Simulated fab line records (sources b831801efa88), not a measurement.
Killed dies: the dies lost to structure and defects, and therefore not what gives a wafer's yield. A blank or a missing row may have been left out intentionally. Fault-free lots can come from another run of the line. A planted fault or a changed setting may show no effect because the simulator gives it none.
fab line records | flow sfq-line
record lots=6 | wafers=18 | last-day=77
route steps=325 shown I6@273 M7@281
lots that met no fault: taken from a fault-free run of the same line
start-h: start of the lot's first displayed wafer, in hours after the record's first day | wait-h: how many hours have passed since the lot's step before this one | " as in the row above | L1.1+2: several wafers, shown together as one row | - no value present, or no start provided | * or withheld: withheld | < > ~ a bound
route shown NAME@n: a module of which the file shows steps, and the number in the route of the first | usual: mean and standard deviation over wafers with no fault | same: alike in all rows | chamber/n: place in a boat | sites: per-site readings | _std_site: how widely they spread, as a standard deviation | _edge_site: mean of outer sites minus mean of inner sites | radius-mm: how far each site lies from the wafer's centre | mask NAME#n: copy n | behind: the last tool/chamber to shape the wafer | hold: the reason the lot was held/the length of the hold in hours/how it ended | device: transistor that didn't switch, given as n, p or np | end of line: the route-end tests of the same wafers | step lacking rows: just its recipe | killed: dies lost to structure and defects at the first sort, not the wafer's yield | map: the dies of a wafer, with x for killed, . for not killed, _ for no die there
set.NAME: the setting the step ran with; set.NAME@STEP: the setting that earlier step ran with | model.NAME: the simulator's own value behind a step, which no gauge read
lots seen at some steps along the route; tables by step, rows by wafer
services: the hour from which a tool's chamber was out of use, counted from the record's first day as start-h (under 0 if before that day), plus the number of hours and why
## steps
# step SFQ_TRILAYER_I6_VIA_LITHO_EXPOSE_170
# recipe mask-id=I6 | na=0.6 | source-shape=conventional | sigma-outer=0.65 | target-cd-nm=700 | dose-mj=21.3
# step SFQ_TRILAYER_I6_VIA_LITHO_PEB_172
# recipe peb-temp-c=115 | peb-time-s=60 | resist=KrF
# step SFQ_TRILAYER_I6_VIA_LITHO_DEVELOP_171
# recipe time-s=60 | resist=KrF
# step SFQ_I6_OVL_MEAS_942
# usual I6_OVL=-3/6.7
lot.wafer | tool       | chamber | start-h | wait-h | I6_OVL[nm]
L964.3    | overlay-01 | -       | 1513.94 | 0.1    | -12
L964.4    | "          | -       | "       | "      | -3
L964.5    | "          | -       | "       | "      | -13
L966.4    | overlay-02 | -       | 1542.75 | 0.1    | 5
L966.5    | "          | -       | "       | "      | -3
L966.6    | "          | -       | "       | "      | 2
L971.1    | overlay-02 | -       | 1577.53 | 0.1    | 11
L971.2    | "          | -       | "       | "      | -3
L971.4    | "          | -       | "       | "      | -5
L972.3    | overlay-02 | -       | 1583.54 | 0.1    | -18
L972.4    | "          | -       | "       | "      | 0
L972.5    | "          | -       | "       | "      | -12
L981.1    | overlay-01 | -       | 1641.25 | 0.1    | 1
L981.4    | "          | -       | "       | "      | -6
L981.6    | "          | -       | "       | "      | -12
L983.1    | overlay-02 | -       | 1649.65 | 0.1    | -1
L983.2    | "          | -       | "       | "      | -2
L983.3    | "          | -       | "       | "      | -4
# step SFQ_TRILAYER_I6_VIA_BARC_OPEN_VIA_ETCH_235
# recipe mask-material=PR | chemistry=O2 | target-depth-nm=125 | target=BARC | source-w=500 | bias-w=80 | pressure-mtorr=30 | time-s=41.7
# usual drypump-motor-current-A=5.87/0.22 | oes-product-au=0.686/0.0046
lot.wafer | tool        | chamber | start-h | wait-h | drypump-motor-current-A | oes-product-au | rf-hours-counter-h
L964.3    | rie-diel-04 | 2       | 1513.96 | 0.0    | 5.86                    | 0.685          | 9
L964.4    | "           | 1       | "       | "      | 5.80                    | 0.687          | 18
L964.5    | "           | 2       | "       | "      | 5.86                    | 0.683          | -
L966.4    | rie-diel-02 | 0       | 1542.76 | 0.0    | 6.01                    | 0.681          | 14
L966.5    | "           | 2       | "       | "      | 6.13                    | 0.678          | -
L966.6    | "           | 1       | "       | "      | 6.06                    | 0.679          | -
L971.1    | rie-diel-02 | 2       | 1577.56 | 0.0    | 6.15                    | 0.692          | 25
L971.2    | "           | 3       | "       | "      | 5.78                    | 0.691          | 25
L971.4    | "           | 3       | "       | "      | 5.80                    | 0.686          | -
L972.3    | rie-diel-03 | 1       | 1583.56 | 0.0    | 6.09                    | 0.688          | 15
L972.4    | "           | 0       | "       | "      | 6.00                    | 0.688          | 21
L972.5    | "           | 3       | "       | "      | 5.24                    | 0.679          | -
L981.1    | rie-diel-03 | 1       | 1641.29 | 0.0    | 6.11                    | 0.691          | 16
L981.4    | "           | 2       | "       | "      | 5.90                    | 0.692          | 0
L981.6    | "           | 1       | "       | "      | 6.11                    | 0.680          | -
L983.1    | rie-diel-02 | 3       | 1649.69 | 0.0    | 5.82                    | 0.685          | 27
L983.2    | "           | 1       | "       | "      | 6.07                    | 0.685          | 0
L983.3    | "           | 0       | "       | "      | 6.00                    | 0.689          | 17
# step SFQ_TRILAYER_I6_VIA_ETCH_VIA_ETCH_172
# recipe target=SiO2 | stop-on=Nb | mask-material=PR | taper-deg=20 | chemistry=CHF3 | target-depth-nm=260 | source-w=500 | bias-w=80 | pressure-mtorr=30 | time-s=withheld
# usual drypump-motor-current-A=5.87/0.22 | oes-product-au=0.855/0.006
lot.wafer | tool        | chamber | start-h | wait-h | drypump-motor-current-A | oes-product-au
L964.3    | rie-diel-04 | 2       | 1514.00 | 0.0    | 5.89                    | 0.855
L964.4    | "           | 1       | "       | "      | 5.81                    | 0.860
L964.5    | "           | 2       | "       | "      | 5.88                    | 0.859
L966.4    | rie-diel-02 | 0       | 1542.80 | 0.0    | 6.00                    | 0.857
L966.5    | "           | 2       | "       | "      | 6.13                    | 0.854
L966.6    | "           | 1       | "       | "      | 6.09                    | 0.850
L971.1    | rie-diel-02 | 2       | 1577.60 | 0.0    | 6.12                    | 0.846
L971.2    | "           | 3       | "       | "      | 5.81                    | 0.856
L971.4    | "           | 3       | "       | "      | 5.80                    | 0.854
L972.3    | rie-diel-03 | 1       | 1583.60 | 0.0    | 6.10                    | 0.853
L972.4    | "           | 0       | "       | "      | 5.99                    | 0.847
L972.5    | "           | 3       | "       | "      | 5.23                    | 0.854
L981.1    | rie-diel-03 | 1       | 1641.33 | 0.0    | 6.11                    | 0.856
L981.4    | "           | 2       | "       | "      | 5.92                    | 0.846
L981.6    | "           | 1       | "       | "      | 6.12                    | 0.849
L983.1    | rie-diel-02 | 3       | 1649.73 | 0.0    | 5.81                    | 0.856
L983.2    | "           | 1       | "       | "      | 6.08                    | 0.855
L983.3    | "           | 0       | "       | "      | 5.99                    | 0.866
# step SFQ_TRILAYER_I6_VIA_STRIP_STRIP_173
# recipe gas=O2 | power-w=200 | platen-temp-c=40 | overash-fraction=0.65 | chemistry=O2 | pressure-mtorr=50
# usual drypump-motor-current-A=5.8/0.37 | oes-product-au=1.005/0.015
lot.wafer | tool         | chamber | start-h | wait-h | drypump-motor-current-A | oes-product-au | rf-hours-counter-h
L964.3    | rie-metal-04 | 0       | 1514.32 | -      | 6.0                     | 1.027          | -
L964.4    | "            | 1       | "       | "      | 5.9                     | 1.032          | -
L964.5    | "            | 1       | "       | "      | 5.8                     | 1.025          | -
L966.4    | rie-metal-04 | 1       | 1543.12 | -      | 5.8                     | 1.031          | -
L966.5    | "            | 1       | "       | "      | 5.8                     | 1.025          | -
L966.6    | "            | 0       | "       | "      | 6.0                     | 1.025          | -
L971.1    | rie-metal-02 | 1       | 1577.72 | -      | 5.6                     | 0.994          | 84
L971.2    | "            | 0       | "       | "      | 6.4                     | 1.001          | 67
L971.4    | "            | 1       | "       | "      | 5.6                     | 0.994          | -
L972.3    | rie-metal-02 | 0       | 1583.92 | -      | 6.3                     | 1.005          | -
L972.4    | "            | 1       | "       | "      | 5.6                     | 1.003          | -
L972.5    | "            | 1       | "       | "      | 5.6                     | 1.006          | -
L981.1    | rie-metal-04 | 1       | 1641.44 | -      | 5.8                     | 1.001          | 8
L981.4    | "            | 0       | "       | "      | 6.0                     | 1.029          | -
L981.6    | "            | 0       | "       | "      | 6.0                     | 1.024          | -
L983.1    | rie-metal-04 | 0       | 1649.84 | -      | 6.0                     | 1.024          | 23
L983.2    | "            | 1       | "       | "      | 5.8                     | 1.001          | 9
L983.3    | "            | 0       | "       | "      | 6.0                     | 1.031          | -
# step SFQ_TRILAYER_I6_VIA_STRIP_SOLV_CLEAN_174
# recipe chemistry=NMP | temp-c=70 | time-s=600
# step SFQ_TRILAYER_M7_DEP_PRE_CLEAN_176
# recipe gas=Ar | time-s=22.5 | bias-v=250
# step SFQ_TRILAYER_M7_DEP_SPUTTER_175
# recipe material=Nb | base-pressure-pa=1.33e-06 | chamber-pressure-pa=0.1333 | substrate-temp-c=20 | target-thk-nm=200 | power-w=2000 | time-s=133.3
# usual throttle-valve-pct=29.9/0.8
lot.wafer | tool           | chamber | start-h | wait-h | throttle-valve-pct
L964.3    | pvd-sputter-05 | -       | 1514.92 | 0.0    | 30.8
L964.4    | "              | -       | "       | "      | 28.5
L964.5    | "              | -       | "       | "      | 30.7
L966.4    | pvd-sputter-05 | -       | 1543.72 | 0.0    | 30.7
L966.5    | "              | -       | "       | "      | 31.0
L966.6    | "              | -       | "       | "      | 29.4
L971.1    | pvd-sputter-03 | -       | 1578.52 | 0.0    | 29.9
L971.2    | "              | -       | "       | "      | 30.0
L971.4    | "              | -       | "       | "      | 29.4
L972.3    | pvd-sputter-03 | -       | 1584.52 | 0.0    | 30.1
L972.4    | "              | -       | "       | "      | 30.0
L972.5    | "              | -       | "       | "      | 29.9
L981.1    | pvd-sputter-03 | -       | 1642.26 | 0.0    | 29.9
L981.4    | "              | -       | "       | "      | 29.2
L981.6    | "              | -       | "       | "      | 29.7
L983.1    | pvd-sputter-03 | -       | 1650.65 | 0.0    | 29.1
L983.2    | "              | -       | "       | "      | 29.8
L983.3    | "              | -       | "       | "      | 30.0
# step SFQ_M7_RS_MEAS_943
# recipe thk-meas-gauge=four-point-probe | reads=Nb_of_TRILAYER_M7_DEP_SPUTTER_175
# usual M7_NB_RS=0.889/0.0099
lot.wafer | tool          | chamber | start-h | wait-h | M7_NB_RS[ohm/sq]
L964.3    | film-metro-04 | -       | 1515.05 | 0.1    | 0.896
L964.4    | "             | -       | "       | "      | 0.874
L964.5    | "             | -       | "       | "      | 0.878
L966.4    | film-metro-02 | -       | 1543.87 | 0.1    | 0.903
L966.5    | "             | -       | "       | "      | 0.902
L966.6    | "             | -       | "       | "      | 0.896
L971.1    | film-metro-04 | -       | 1578.61 | 0.0    | 0.886
L971.2    | "             | -       | "       | "      | 0.871
L971.4    | "             | -       | "       | "      | 0.874
L972.3    | film-metro-03 | -       | 1584.65 | 0.1    | 0.896
L972.4    | "             | -       | "       | "      | 0.904
L972.5    | "             | -       | "       | "      | 0.886
L981.1    | film-metro-02 | -       | 1642.35 | 0.0    | 0.886
L981.4    | "             | -       | "       | "      | 0.870
L981.6    | "             | -       | "       | "      | 0.887
L983.1    | film-metro-02 | -       | 1650.74 | 0.0    | 0.874
L983.2    | "             | -       | "       | "      | 0.903
L983.3    | "             | -       | "       | "      | 0.888
# step SFQ_TRILAYER_M7_LITHO_COAT_182
# recipe resist=BARC | spin-rpm=3000 | resist-thk-nm=62
# usual spin-speed-rpm=2999.9/1.8
lot.wafer | tool           | chamber | start-h | wait-h | spin-speed-rpm | model.BARC_of_TRILAYER_M7_LITHO_COAT_182.thk-nm
L964.3    | litho-track-02 | 0       | 1515.29 | 0.1    | 2999.1         | 62.04
L964.4    | "              | 0       | "       | "      | 2998.2         | 62.09
L964.5    | "              | 0       | "       | "      | 3000.8         | 62.16
L966.4    | litho-track-04 | 0       | 1544.14 | 0.2    | 2926.8         | 62.45
L966.5    | "              | 0       | "       | "      | 2924.9         | 62.59
L966.6    | "              | 0       | "       | "      | 2928.4         | 62.57
L971.1    | litho-track-04 | 0       | 1578.79 | 0.1    | 2930.8         | 62.46
L971.2    | "              | 0       | "       | "      | 2929.7         | 62.47
L971.4    | "              | 0       | "       | "      | 2926.8         | 62.67
L972.3    | litho-track-02 | 0       | 1584.89 | 0.1    | 3001.7         | 62.4
L972.4    | "              | 0       | "       | "      | 3001.5         | 62.25
L972.5    | "              | 0       | "       | "      | 2998.3         | 62.02
L981.1    | litho-track-04 | 0       | 1642.53 | 0.1    | 2998.8         | 61.9
L981.4    | "              | 0       | "       | "      | 3001.5         | 62.19
L981.6    | "              | 0       | "       | "      | 2999.2         | 61.84
L983.1    | litho-track-04 | 0       | 1650.92 | 0.1    | 2996.8         | 62.12
L983.2    | "              | 0       | "       | "      | 2996.2         | 62.29
L983.3    | "              | 0       | "       | "      | 3000.3         | 62.15
# step SFQ_TRILAYER_M7_LITHO_COAT_177
# recipe resist=KrF | spin-rpm=3000 | resist-thk-nm=600
# step SFQ_TRILAYER_M7_LITHO_SOFTBAKE_181
# recipe temp-c=withheld | time-s=withheld | resist=KrF
# step SFQ_TRILAYER_M7_LITHO_EXPOSE_178
# recipe mask-id=M7 | na=0.6 | source-shape=conventional | sigma-outer=0.65 | target-cd-nm=500 | dose-mj=14.4
# step SFQ_TRILAYER_M7_LITHO_PEB_180
# recipe peb-temp-c=115 | peb-time-s=60 | resist=KrF
# step SFQ_TRILAYER_M7_LITHO_DEVELOP_179
# recipe time-s=60 | resist=KrF
# step SFQ_M7_OVL_MEAS_945
# usual M7_OVL=3/5.4
lot.wafer | tool       | chamber | start-h | wait-h | M7_OVL[nm]
L964.3    | overlay-01 | -       | 1556.00 | 0.1    | -1
L964.4    | "          | -       | "       | "      | 3
L964.5    | "          | -       | "       | "      | 2
L966.4    | overlay-01 | -       | 1578.80 | 0.1    | -1
L966.5    | "          | -       | "       | "      | -1
L966.6    | "          | -       | "       | "      | -3
L971.1    | overlay-02 | -       | 1609.19 | 0.1    | 0
L971.2    | "          | -       | "       | "      | 13
L971.4    | "          | -       | "       | "      | 8
L972.3    | overlay-02 | -       | 1615.20 | 0.1    | 1
L972.4    | "          | -       | "       | "      | 9
L972.5    | "          | -       | "       | "      | 3
L981.1    | overlay-02 | -       | 1664.69 | 0.1    | 8
L981.4    | "          | -       | "       | "      | 2
L981.6    | "          | -       | "       | "      | 7
L983.1    | overlay-01 | -       | 1670.69 | 0.1    | -3
L983.2    | "          | -       | "       | "      | 0
L983.3    | "          | -       | "       | "      | -1
# step SFQ_TRILAYER_M7_BARC_OPEN_METAL_ETCH_229
# recipe mask-material=PR | chemistry=O2 | target-depth-nm=125 | target=BARC | icp-w=600 | bias-w=80 | pressure-mtorr=10 | time-s=41.7
# usual drypump-motor-current-A=5.6/0.47 | oes-product-au=0.686/0.0045
lot.wafer | tool         | chamber | start-h | wait-h | drypump-motor-current-A | oes-product-au | rf-hours-counter-h | model.etch.depth-nm
L964.3    | rie-metal-03 | 0       | 1556.04 | 0.0    | 5.1                     | 0.683          | -                  | 62.04
L964.4    | "            | 1       | "       | "      | 5.3                     | 0.683          | -                  | 62.09
L964.5    | "            | 1       | "       | "      | 5.3                     | 0.682          | -                  | 62.16
L966.4    | rie-metal-02 | 1       | 1578.84 | 0.0    | 5.6                     | 0.685          | -                  | 62.45
L966.5    | "            | 0       | "       | "      | 6.4                     | 0.695          | -                  | 62.59
L966.6    | "            | 1       | "       | "      | 5.6                     | 0.692          | -                  | 62.57
L971.1    | rie-metal-02 | 0       | 1609.23 | 0.0    | 6.4                     | 0.694          | 72                 | 62.46
L971.2    | "            | 1       | "       | "      | 5.6                     | 0.688          | 90                 | 62.47
L971.4    | "            | 0       | "       | "      | 6.3                     | 0.690          | -                  | 62.67
L972.3    | rie-metal-03 | 0       | 1615.25 | 0.0    | 5.1                     | 0.692          | -                  | 62.4
L972.4    | "            | 1       | "       | "      | 5.3                     | 0.687          | -                  | 62.25
L972.5    | "            | 0       | "       | "      | 5.1                     | 0.689          | -                  | 62.02
L981.1    | rie-metal-03 | 0       | 1664.72 | 0.0    | 5.1                     | 0.683          | 37                 | 61.9
L981.4    | "            | 0       | "       | "      | 5.1                     | 0.689          | -                  | 62.19
L981.6    | "            | 1       | "       | "      | 5.3                     | 0.689          | -                  | 61.84
L983.1    | rie-metal-03 | 0       | 1670.72 | 0.0    | 5.1                     | 0.689          | 38                 | 62.12
L983.2    | "            | 1       | "       | "      | 5.3                     | 0.688          | 25                 | 62.29
L983.3    | "            | 0       | "       | "      | 5.1                     | 0.681          | -                  | 62.15
# step SFQ_TRILAYER_M7_ETCH_METAL_ETCH_180
# recipe target=Nb | stop-on=SiO2 | mask-material=PR | chemistry=Cl2/Ar | target-depth-nm=240 | icp-w=600 | bias-w=80 | pressure-mtorr=10 | time-s=120
# usual drypump-motor-current-A=5.6/0.47 | oes-product-au=0.895/0.0075
lot.wafer | tool         | chamber | start-h | wait-h | drypump-motor-current-A | oes-product-au | rf-hours-counter-h
L964.3    | rie-metal-03 | 0       | 1556.12 | 0.1    | 5.1                     | 0.888          | -
L964.4    | "            | 1       | "       | "      | 5.3                     | 0.907          | -
L964.5    | "            | 1       | "       | "      | 5.3                     | 0.904          | -
L966.4    | rie-metal-02 | 1       | 1578.92 | 0.1    | 5.6                     | 0.882          | -
L966.5    | "            | 0       | "       | "      | 6.3                     | 0.890          | -
L966.6    | "            | 1       | "       | "      | 5.6                     | 0.892          | -
L971.1    | rie-metal-02 | 0       | 1609.29 | 0.0    | 6.3                     | 0.892          | 72
L971.2    | "            | 1       | "       | "      | 5.6                     | 0.903          | 90
L971.4    | "            | 0       | "       | "      | 6.3                     | 0.905          | -
L972.3    | rie-metal-03 | 0       | 1615.33 | 0.1    | 5.1                     | 0.885          | -
L972.4    | "            | 1       | "       | "      | 5.3                     | 0.883          | -
L972.5    | "            | 0       | "       | "      | 5.1                     | 0.891          | -
L981.1    | rie-metal-03 | 0       | 1664.78 | 0.0    | 5.1                     | 0.890          | 37
L981.4    | "            | 0       | "       | "      | 5.1                     | 0.895          | -
L981.6    | "            | 1       | "       | "      | 5.3                     | 0.896          | -
L983.1    | rie-metal-03 | 0       | 1670.78 | 0.0    | 5.1                     | 0.901          | 38
L983.2    | "            | 1       | "       | "      | 5.3                     | 0.890          | 25
L983.3    | "            | 0       | "       | "      | 5.1                     | 0.902          | -
## services
tool           | chamber | start-h | hours | kind
rie-metal-03   | 1       | 1507.66 | 5.6   | repair
pvd-sputter-03 | -       | 1514.68 | 4.7   | repair
rie-diel-03    | -       | 1547.12 | 0.4   | repair
rie-metal-04   | -       | 1551.32 | 14.6  | pm
rie-diel-02    | 1       | 1553.43 | 72.4  | repair
rie-metal-02   | -       | 1561.17 | 1.3   | repair
rie-metal-04   | -       | 1571.22 | 1.4   | pm
rie-metal-03   | 0       | 1588.09 | 4.3   | repair
rie-metal-03   | 1       | 1588.18 | 6.6   | repair
rie-metal-03   | -       | 1592.42 | 1.4   | pm
pvd-sputter-03 | -       | 1612.69 | 6.9   | repair
rie-diel-02    | 1       | 1625.78 | -     | clean
rie-diel-02    | 1       | 1625.78 | 18.3  | scheduled-down
rie-diel-02    | 1       | 1625.78 | 18.3  | vent-cycle
rie-metal-02   | -       | 1632.57 | 2.8   | pm
rie-diel-02    | -       | 1635.43 | 0.9   | repair
rie-metal-03   | -       | 1636.12 | 0.2   | repair
rie-diel-02    | 2       | 1644.04 | -     | clean
rie-diel-02    | 2       | 1644.04 | 14.2  | scheduled-down
rie-diel-02    | 2       | 1644.04 | 14.2  | vent-cycle
rie-metal-04   | 1       | 1661.55 | 25.4  | repair
rie-diel-04    | 2       | 1665.63 | 2.2   | repair
rie-diel-02    | 2       | 1666.23 | 10.3  | repair
rie-metal-04   | -       | 1666.38 | 0.6   | repair
## key
first-sign step=SFQ_TRILAYER_M7_LITHO_COAT_182 | reading=spin-speed-rpm | direction=down | sigmas=40 | usual=2999.9 | struck=2927.9
effect none on later readings
model-effect step=SFQ_TRILAYER_M7_LITHO_COAT_182 | value=BARC_of_TRILAYER_M7_LITHO_COAT_182.thk-nm | without=61.79 | struck=62.54
model-effect step=SFQ_TRILAYER_M7_BARC_OPEN_METAL_ETCH_229 | value=etch.depth-nm | without=61.79 | struck=62.54
met-at SFQ_TRILAYER_M7_LITHO_COAT_182
struck-wafers L966.4,L966.5,L966.6,L971.1,L971.2,L971.4
fault kind=process-parameter-drift | tool=litho-track-04 | chamber=- | onset-h=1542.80 | steps=SFQ_TRILAYER_M7_LITHO_COAT_182 | channel=spin-rpm | offset=-71.658 | shape=step | end-h=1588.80 | acts-in=these-recipes-only | stated=3000
